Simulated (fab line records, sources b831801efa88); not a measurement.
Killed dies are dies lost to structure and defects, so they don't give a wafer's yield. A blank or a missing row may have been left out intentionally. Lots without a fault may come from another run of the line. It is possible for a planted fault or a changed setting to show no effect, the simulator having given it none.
fab line records / flow sky130
record lots=6 wafers=18 last-day=46
route steps=708 shown FIELD_ISO@30 NWELL@32 DNWELL@35 PWDE@45
lots that met no fault: taken from a fault-free run of the same line
start-h: start of the lot's first displayed wafer, in hours after the record's first day / wait-h: how many hours have passed since the lot's step before this one / " same as the row above / L1.1+2: a row that stands for several wafers / - no value present, or no start provided / * or withheld: withheld / < > ~ a bound
route shown NAME@n: a module of which the file shows steps, and the number in the route of the first / usual: mean/standard deviation taken from wafers without a fault / same: alike in all rows / chamber/n: place in a boat / sites: per-site readings / _std_site: standard deviation across them / _edge_site: inner sites' mean taken away from outer sites' mean / radius-mm: how far each site lies from the wafer's centre / mask NAME#n: copy n / behind: the last tool/chamber to shape the wafer / hold: why the lot was held/for how many hours/how that ended / device: the n, p or np transistor that did not switch / end of line: the route-end tests of the same wafers / a step without rows: its recipe alone / killed: the dies lost at the first sort to structure and to defects; this is not the yield of the wafer / map: per-die view of a wafer (x killed, . not killed, _ where there is no die)
set.NAME: the setting that was run; set.NAME@STEP: the one run at that earlier step / model.NAME: the simulator's own value behind a step, which no gauge read
certain route steps with their lots: each step a table, each wafer a row
services: the hour from which a tool's chamber was out of use, counted from the record's first day as start-h (under 0 if before that day), plus the number of hours and why
## steps
# step SKY_FIELD_ISO_WET_ETCH_29
# recipe chemistry=H3PO4 target-depth-nm=160 target=Si3N4 temp-c=160 time-s=1825
# step SKY_FIELD_ISO_WET_ETCH_30
# recipe chemistry=dHF target-depth-nm=25 target=SiO2 dilution=10:1 temp-c=25 time-s=50
# step SKY_NWELL_CLEAN_00
# recipe chemistry=SC1/SC2 mix=1:4:20 temp-c=70 time-s=150 dry=n2-spin
# step SKY_NWELL_OXIDATION_01
# recipe temp-c=900 ambient=O2 stabilise-s=600 purge-s=300 target-thk-a=100 ox-time-s=1418
# step SKY_NWELL_THK_MEAS_02
# recipe reads=SiO2_of_NWELL_OXIDATION_01
# usual NWELL_OXIDATION_THK=9.93/0.16
lot.wafer=L267.2 tool=film-metro-03 chamber=- start-h=46.12 wait-h=0.0 NWELL_OXIDATION_THK[nm]=9.92
lot.wafer=L267.3 tool=film-metro-03 chamber=- start-h=46.12 wait-h=0.0 NWELL_OXIDATION_THK[nm]=9.89
lot.wafer=L267.6 tool=film-metro-03 chamber=- start-h=46.12 wait-h=0.0 NWELL_OXIDATION_THK[nm]=9.99
lot.wafer=L268.1 tool=film-metro-03 chamber=- start-h=47.50 wait-h=0.0 NWELL_OXIDATION_THK[nm]=9.79
lot.wafer=L268.4 tool=film-metro-03 chamber=- start-h=47.50 wait-h=0.0 NWELL_OXIDATION_THK[nm]=9.63
lot.wafer=L268.5 tool=film-metro-03 chamber=- start-h=47.50 wait-h=0.0 NWELL_OXIDATION_THK[nm]=9.74
lot.wafer=L269.4 tool=film-metro-04 chamber=- start-h=47.53 wait-h=0.0 NWELL_OXIDATION_THK[nm]=9.52
lot.wafer=L269.5 tool=film-metro-04 chamber=- start-h=47.53 wait-h=0.0 NWELL_OXIDATION_THK[nm]=9.91
lot.wafer=L269.6 tool=film-metro-04 chamber=- start-h=47.53 wait-h=0.0 NWELL_OXIDATION_THK[nm]=9.61
lot.wafer=L270.2 tool=film-metro-04 chamber=- start-h=53.52 wait-h=0.0 NWELL_OXIDATION_THK[nm]=9.91
lot.wafer=L270.5 tool=film-metro-04 chamber=- start-h=53.52 wait-h=0.0 NWELL_OXIDATION_THK[nm]=9.97
lot.wafer=L270.6 tool=film-metro-04 chamber=- start-h=53.52 wait-h=0.0 NWELL_OXIDATION_THK[nm]=10.08
lot.wafer=L271.1 tool=film-metro-04 chamber=- start-h=63.94 wait-h=0.0 NWELL_OXIDATION_THK[nm]=10.08
lot.wafer=L271.4 tool=film-metro-04 chamber=- start-h=63.94 wait-h=0.0 NWELL_OXIDATION_THK[nm]=10.07
lot.wafer=L271.6 tool=film-metro-04 chamber=- start-h=63.94 wait-h=0.0 NWELL_OXIDATION_THK[nm]=9.80
lot.wafer=L272.1 tool=film-metro-03 chamber=- start-h=63.94 wait-h=0.0 NWELL_OXIDATION_THK[nm]=10.08
lot.wafer=L272.4 tool=film-metro-03 chamber=- start-h=63.94 wait-h=0.0 NWELL_OXIDATION_THK[nm]=10.14
lot.wafer=L272.5 tool=film-metro-03 chamber=- start-h=63.94 wait-h=0.0 NWELL_OXIDATION_THK[nm]=10.22
# step SKY_DNWELL_DEHYDRATE_00
# recipe temp-c=200 time-s=60
# step SKY_DNWELL_HMDS_01
# recipe prime-time-s=60 prime-temp-c=120
# step SKY_DNWELL_COAT_02
# recipe spin-rpm=2000 resist-thk-nm=3000
# step SKY_DNWELL_SOFTBAKE_03
# recipe temp-c=110 time-s=withheld
# step SKY_DNWELL_EXPOSE_04
# recipe mask-id=DNM na=0.57 target-cd-nm=3000 dose-mj=222
# step SKY_DNWELL_PEB_05
# recipe temp-c=115 time-s=withheld
# step SKY_DNWELL_DEVELOP_06
# recipe wall-angle-deg=90 developer=TMAH develop-time-s=60 dev-temp-c=23
# step SKY_DNWELL_IMPLANT_07
# recipe species=P energy-kev=withheld dose-cm2=withheld tilt-deg=withheld
# usual implant-ion-amu=*
lot.wafer=L267.2 tool=implanter-04 chamber=0 start-h=61.70 wait-h=- implant-ion-amu=*
lot.wafer=L267.3 tool=implanter-04 chamber=0 start-h=61.70 wait-h=- implant-ion-amu=*
lot.wafer=L267.6 tool=implanter-04 chamber=0 start-h=61.70 wait-h=- implant-ion-amu=*
lot.wafer=L268.1 tool=implanter-04 chamber=0 start-h=63.44 wait-h=- implant-ion-amu=*
lot.wafer=L268.4 tool=implanter-04 chamber=0 start-h=63.44 wait-h=- implant-ion-amu=*
lot.wafer=L268.5 tool=implanter-04 chamber=0 start-h=63.44 wait-h=- implant-ion-amu=*
lot.wafer=L269.4 tool=implanter-03 chamber=0 start-h=64.08 wait-h=- implant-ion-amu=*
lot.wafer=L269.5 tool=implanter-03 chamber=0 start-h=64.08 wait-h=- implant-ion-amu=*
lot.wafer=L269.6 tool=implanter-03 chamber=0 start-h=64.08 wait-h=- implant-ion-amu=*
lot.wafer=L270.2 tool=implanter-01 chamber=0 start-h=68.43 wait-h=- implant-ion-amu=*
lot.wafer=L270.5 tool=implanter-01 chamber=0 start-h=68.43 wait-h=- implant-ion-amu=*
lot.wafer=L270.6 tool=implanter-01 chamber=0 start-h=68.43 wait-h=- implant-ion-amu=*
lot.wafer=L271.1 tool=implanter-04 chamber=0 start-h=79.99 wait-h=- implant-ion-amu=*
lot.wafer=L271.4 tool=implanter-04 chamber=0 start-h=79.99 wait-h=- implant-ion-amu=*
lot.wafer=L271.6 tool=implanter-04 chamber=0 start-h=79.99 wait-h=- implant-ion-amu=*
lot.wafer=L272.1 tool=implanter-01 chamber=0 start-h=80.34 wait-h=- implant-ion-amu=*
lot.wafer=L272.4 tool=implanter-01 chamber=0 start-h=80.34 wait-h=- implant-ion-amu=*
lot.wafer=L272.5 tool=implanter-01 chamber=0 start-h=80.34 wait-h=- implant-ion-amu=*
# step SKY_DNWELL_STRIP_08
# recipe chemistry=O2/N2 power-w=1400 pressure-mtorr=1500 platen-temp-c=withheld o2-flow-sccm=3000 n2-flow-sccm=300 overash-fraction=0.5
# usual chamber-pressure-mTorr=1500.1/1.3 drypump-motor-current-A=6.0/0.49 o2-flow-sccm=3001/9.6 oes-product-au=0.722/0.0045 strip-time-to-endpoint-s=36.92/0.11
lot.wafer=L267.2 tool=plasma-asher-02 chamber=0 start-h=61.83 wait-h=0.1 chamber-pressure-mTorr=1499.6 drypump-motor-current-A=5.0 o2-flow-sccm=3002 oes-product-au=0.719 rf-hours-counter-h=25 strip-time-to-endpoint-s=36.88
lot.wafer=L267.3 tool=plasma-asher-02 chamber=0 start-h=61.83 wait-h=0.1 chamber-pressure-mTorr=1499.6 drypump-motor-current-A=5.0 o2-flow-sccm=2979 oes-product-au=0.729 rf-hours-counter-h=- strip-time-to-endpoint-s=36.80
lot.wafer=L267.6 tool=plasma-asher-02 chamber=1 start-h=61.83 wait-h=0.1 chamber-pressure-mTorr=1499.8 drypump-motor-current-A=6.1 o2-flow-sccm=2990 oes-product-au=0.720 rf-hours-counter-h=- strip-time-to-endpoint-s=36.79
lot.wafer=L268.1 tool=plasma-asher-02 chamber=1 start-h=63.59 wait-h=0.1 chamber-pressure-mTorr=1501.6 drypump-motor-current-A=6.1 o2-flow-sccm=3001 oes-product-au=0.718 rf-hours-counter-h=25 strip-time-to-endpoint-s=37.02
lot.wafer=L268.4 tool=plasma-asher-02 chamber=1 start-h=63.59 wait-h=0.1 chamber-pressure-mTorr=1497.4 drypump-motor-current-A=6.1 o2-flow-sccm=2988 oes-product-au=0.722 rf-hours-counter-h=- strip-time-to-endpoint-s=37.08
lot.wafer=L268.5 tool=plasma-asher-02 chamber=1 start-h=63.59 wait-h=0.1 chamber-pressure-mTorr=1501.0 drypump-motor-current-A=6.1 o2-flow-sccm=2981 oes-product-au=0.723 rf-hours-counter-h=- strip-time-to-endpoint-s=37.01
lot.wafer=L269.4 tool=plasma-asher-03 chamber=0 start-h=64.19 wait-h=0.1 chamber-pressure-mTorr=1499.2 drypump-motor-current-A=6.0 o2-flow-sccm=3011 oes-product-au=0.725 rf-hours-counter-h=- strip-time-to-endpoint-s=36.90
lot.wafer=L269.5 tool=plasma-asher-03 chamber=0 start-h=64.19 wait-h=0.1 chamber-pressure-mTorr=1501.3 drypump-motor-current-A=5.9 o2-flow-sccm=2994 oes-product-au=0.725 rf-hours-counter-h=- strip-time-to-endpoint-s=36.99
lot.wafer=L269.6 tool=plasma-asher-03 chamber=1 start-h=64.19 wait-h=0.1 chamber-pressure-mTorr=1501.0 drypump-motor-current-A=6.2 o2-flow-sccm=3017 oes-product-au=0.723 rf-hours-counter-h=- strip-time-to-endpoint-s=36.92
lot.wafer=L270.2 tool=plasma-asher-03 chamber=1 start-h=68.56 wait-h=0.1 chamber-pressure-mTorr=1500.2 drypump-motor-current-A=6.2 o2-flow-sccm=3004 oes-product-au=0.733 rf-hours-counter-h=38 strip-time-to-endpoint-s=36.89
lot.wafer=L270.5 tool=plasma-asher-03 chamber=0 start-h=68.56 wait-h=0.1 chamber-pressure-mTorr=1502.5 drypump-motor-current-A=6.0 o2-flow-sccm=3021 oes-product-au=0.724 rf-hours-counter-h=- strip-time-to-endpoint-s=36.89
lot.wafer=L270.6 tool=plasma-asher-03 chamber=1 start-h=68.56 wait-h=0.1 chamber-pressure-mTorr=1499.1 drypump-motor-current-A=6.2 o2-flow-sccm=3000 oes-product-au=0.730 rf-hours-counter-h=- strip-time-to-endpoint-s=36.91
lot.wafer=L271.1 tool=plasma-asher-01 chamber=1 start-h=80.14 wait-h=0.1 chamber-pressure-mTorr=1498.7 drypump-motor-current-A=5.8 o2-flow-sccm=3002 oes-product-au=0.722 rf-hours-counter-h=40 strip-time-to-endpoint-s=37.05
lot.wafer=L271.4 tool=plasma-asher-01 chamber=1 start-h=80.14 wait-h=0.1 chamber-pressure-mTorr=1500.1 drypump-motor-current-A=5.8 o2-flow-sccm=3010 oes-product-au=0.731 rf-hours-counter-h=- strip-time-to-endpoint-s=37.20
lot.wafer=L271.6 tool=plasma-asher-01 chamber=0 start-h=80.14 wait-h=0.1 chamber-pressure-mTorr=1500.1 drypump-motor-current-A=6.6 o2-flow-sccm=3002 oes-product-au=0.727 rf-hours-counter-h=- strip-time-to-endpoint-s=37.16
lot.wafer=L272.1 tool=plasma-asher-01 chamber=1 start-h=80.49 wait-h=0.1 chamber-pressure-mTorr=1501.1 drypump-motor-current-A=5.8 o2-flow-sccm=3002 oes-product-au=0.716 rf-hours-counter-h=40 strip-time-to-endpoint-s=36.91
lot.wafer=L272.4 tool=plasma-asher-01 chamber=0 start-h=80.49 wait-h=0.1 chamber-pressure-mTorr=1501.1 drypump-motor-current-A=6.6 o2-flow-sccm=2998 oes-product-au=0.727 rf-hours-counter-h=- strip-time-to-endpoint-s=36.95
lot.wafer=L272.5 tool=plasma-asher-01 chamber=1 start-h=80.49 wait-h=0.1 chamber-pressure-mTorr=1495.7 drypump-motor-current-A=5.8 o2-flow-sccm=3002 oes-product-au=0.721 rf-hours-counter-h=- strip-time-to-endpoint-s=36.91
# step SKY_DNWELL_TW_MEAS_09
# usual DNWELL_TW=1120/17
lot.wafer=L267.2 tool=film-metro-03 chamber=- start-h=61.94 wait-h=0.1 DNWELL_TW=1112
lot.wafer=L267.3 tool=film-metro-03 chamber=- start-h=61.94 wait-h=0.1 DNWELL_TW=1111
lot.wafer=L267.6 tool=film-metro-03 chamber=- start-h=61.94 wait-h=0.1 DNWELL_TW=1109
lot.wafer=L268.1 tool=film-metro-03 chamber=- start-h=63.69 wait-h=0.1 DNWELL_TW=1108
lot.wafer=L268.4 tool=film-metro-03 chamber=- start-h=63.69 wait-h=0.1 DNWELL_TW=1112
lot.wafer=L268.5 tool=film-metro-03 chamber=- start-h=63.69 wait-h=0.1 DNWELL_TW=1113
lot.wafer=L269.4 tool=film-metro-02 chamber=- start-h=64.29 wait-h=0.1 DNWELL_TW=1110
lot.wafer=L269.5 tool=film-metro-02 chamber=- start-h=64.29 wait-h=0.1 DNWELL_TW=1105
lot.wafer=L269.6 tool=film-metro-02 chamber=- start-h=64.29 wait-h=0.1 DNWELL_TW=1116
lot.wafer=L270.2 tool=film-metro-02 chamber=- start-h=68.67 wait-h=0.1 DNWELL_TW=358
lot.wafer=L270.5 tool=film-metro-02 chamber=- start-h=68.67 wait-h=0.1 DNWELL_TW=357
lot.wafer=L270.6 tool=film-metro-02 chamber=- start-h=68.67 wait-h=0.1 DNWELL_TW=359
lot.wafer=L271.1 tool=film-metro-04 chamber=- start-h=80.24 wait-h=0.1 DNWELL_TW=371
lot.wafer=L271.4 tool=film-metro-04 chamber=- start-h=80.24 wait-h=0.1 DNWELL_TW=373
lot.wafer=L271.6 tool=film-metro-04 chamber=- start-h=80.24 wait-h=0.1 DNWELL_TW=374
lot.wafer=L272.1 tool=film-metro-04 chamber=- start-h=80.59 wait-h=0.1 DNWELL_TW=372
lot.wafer=L272.4 tool=film-metro-04 chamber=- start-h=80.59 wait-h=0.1 DNWELL_TW=371
lot.wafer=L272.5 tool=film-metro-04 chamber=- start-h=80.59 wait-h=0.1 DNWELL_TW=369
# step SKY_PWDE_DEHYDRATE_00
# recipe temp-c=200 time-s=60
## services
tool=plasma-asher-03 chamber=- start-h=42.54 hours=6.6 kind=pm
tool=implanter-01 chamber=- start-h=48.26 hours=2.5 kind=repair
tool=implanter-03 chamber=- start-h=52.54 hours=2.4 kind=repair
tool=implanter-04 chamber=- start-h=53.53 hours=3.3 kind=pm
tool=plasma-asher-01 chamber=- start-h=57.41 hours=2.3 kind=repair
## key
first-sign step=SKY_DNWELL_IMPLANT_07 reading=implant-ion-amu direction=down sigmas=99+ usual=* struck=*
effect step=SKY_DNWELL_TW_MEAS_09 reading=DNWELL_TW direction=down sigmas=46 usual=1120 struck=367
met-at SKY_DNWELL_IMPLANT_07
struck-wafers L270.2,L270.5,L270.6,L271.1,L271.4,L271.6,L272.1,L272.4,L272.5
sort-left-out L270.2,L270.5,L270.6,L271.1,L271.4,L271.6,L272.1,L272.4,L272.5
tester-left-out L270,L271,L272
onset-between 64.08 68.43
fault kind=wrong-recipe-download tool=implanter-01,implanter-03,implanter-04 chamber=- onset-h=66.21 steps=SKY_DNWELL_IMPLANT_07 wrong-recipe.not-listed=1
# tester-left-out: of these lots the tester's yield and bins aren't shown, on N5 and GAA mostly nor the transistor test; their killed dies are dies lost to structure and defects alone, not to doping, threshold or leakage, so they don't give the yield
# sort-left-out: the simulated sort isn't trusted on such a fault, so these wafers' sort isn't shown, and their yield isn't known
